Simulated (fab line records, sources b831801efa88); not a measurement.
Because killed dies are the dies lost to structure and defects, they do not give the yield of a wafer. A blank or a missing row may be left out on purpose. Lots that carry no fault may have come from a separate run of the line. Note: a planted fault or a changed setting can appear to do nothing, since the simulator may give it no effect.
Problem report in the 8D (eight disciplines) form, filled by code / flow gf180mcu / the parts of the form that need people (team, actions taken, sign-off) are left out

## 1. PROBLEM STATEMENT
Mean of spike_tc_upper_C at GF_HV_LDD_CVD_56: 736.6 C over 3 wafers from 1 lot, against 769.5 C (standard deviation 1.2) on wafers with no fault. Measured from the usual mean, that is -27 standard deviations.
The step: deposits Si3N4 from DCS/NH3, target thk 90 nm, time 1543 s.
Earliest sighting: wafer L210.2 on lpcvd-01 at day 16 15:21. Wafers with a number at this step in the record: 39, from 13 lots. Rule for "out", or "out of limits": more than 4 standard deviations from the usual mean. The other wafers with a number count as sound.

## 2. WHAT IT IS, AND WHAT IT ISN'T
question=which readings at this step | is=spike_tc_upper_C, zone_power_centre_pct, zone_power_upper_pct | is not=-
question=which lots | is=L210 | is not=L199, L200, L202, L203, L204, L206, L207, L208, L212, L213, L220, L221
question=which wafers of those lots | is=all that have a number | is not=-
question=read on which tools | is=lpcvd-01 | is not=lpcvd-02
question=when | is=from day 16 15:21 | is not=up to then (24 sound wafers); but 12 sound wafers of L212, L213, L220, L221 came after

## 3. WHAT RULES OUT EACH SUSPECT
Counting: a tool stays on the suspect list if, at a process step up to the reading, it processed all lots that are out and no sound lot following the first of them.
- lpcvd-01 at GF_HV_LDD_CVD_56 (deposits Si3N4 from DCS/NH3, target thk 90 nm, time 1543 s): ruled out as a lasting fault. Following L210 (day 16 15:21), the first lot on it that is out, the sound lots L221 were run on it.
Left after counting: nothing in the record.

## 4. THE CAUSE (what the simulator had put in)
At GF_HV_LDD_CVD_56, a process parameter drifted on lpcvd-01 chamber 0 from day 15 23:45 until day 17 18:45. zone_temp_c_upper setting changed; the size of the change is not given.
Counting ruled it out, wrongly.

## 5. THE EFFECT CHAIN, in route order
One row per reading whose mean, taken over the struck wafers that have a number, lies over 3 standard deviations from the usual. Scope: only readings with a usual standard deviation given in the record; hours: median across lots of the time from each lot's start at the first step in this table that gives one to its start at this step; sigmas: change in usual standard deviations.
hours=0; step=GF_HV_LDD_CVD_56; reading=spike_tc_upper_C; usual=769.5 C; on struck wafers=736.6; change=-32.9; sigmas=-27
hours=0; step=GF_HV_LDD_CVD_56; reading=zone_power_centre_pct; usual=14.3 %; on struck wafers=18.1; change=+3.8; sigmas=+8.3
hours=0; step=GF_HV_LDD_CVD_56; reading=zone_power_upper_pct; usual=13.3 %; on struck wafers=3.6; change=-9.7; sigmas=-11
It contains these process steps:
- GF_HV_LDD_CVD_56: deposits Si3N4 from DCS/NH3, target thk 90 nm, time 1543 s.

## 6. WHAT WOULD HAVE CAUGHT IT SOONER
16 hours passed between the start of the fault at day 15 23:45 and the first reading out of limits in this record, taken at day 16 15:21.
